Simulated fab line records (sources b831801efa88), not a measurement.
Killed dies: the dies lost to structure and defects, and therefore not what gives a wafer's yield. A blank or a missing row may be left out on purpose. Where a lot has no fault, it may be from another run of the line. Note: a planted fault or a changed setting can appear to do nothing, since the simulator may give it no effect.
Chamber matching | flow sfq-line | SFQ_TRILAYER_I4_CMP_CMP_100 on cmp-01 has 4 sister chambers
The step polishes SiO2. 4 wafers are shown with their chamber, then 8 later ones without.

== EACH WAFER AND ITS CHAMBER ==
wafer  | chamber | motor-current-A (A)
L607.6 | 0       | 10.5
L613.3 | 2       | 10.5
L613.4 | 1       | 12.2
L615.3 | 3       | 10.5

== WAFERS WITHOUT THEIR CHAMBER ==
wafer  | motor-current-A (A)
L615.4 | 10.6
L615.6 | 11.0
L616.3 | 10.4
L616.1 | 11.0
L616.5 | 10.4
L618.2 | 11.4
L618.4 | 11.2
L618.6 | 10.9

== THE CHAMBER EACH PASSED THROUGH ==
wafer  | from the rows above               | in truth
L615.4 | can't be placed: 0 or 2 or 3      | 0
L615.6 | can't be placed: 0 or 2 or 3 or 1 | 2
L616.3 | can't be placed: 0 or 2 or 3      | 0
L616.1 | can't be placed: 0 or 2 or 3 or 1 | 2
L616.5 | can't be placed: 0 or 2 or 3      | 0
L618.2 | can't be placed: 1 or 0 or 2 or 3 | 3
L618.4 | can't be placed: 0 or 2 or 3 or 1 | 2
L618.6 | can't be placed: 0 or 2 or 3 or 1 | 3
Correctly placed: 0 of 8. Can't be placed from these rows: 8 (the true chamber is among the candidates in 8). Wrongly placed: 0.
How it was worked out, from the rows above alone: a wafer's distance from a chamber is the root of the sum, over the readings, of the square of ((its reading less the chamber's mean) divided by the reading's scatter). The wafer belongs to the nearest chamber; if the next one is less than 2 further off, it can't be placed. A chamber's mean is the mean of its shown wafers. The scatter: with one shown wafer a chamber, the root of the mean of the squares of how far each hidden wafer lies from its nearest shown one.
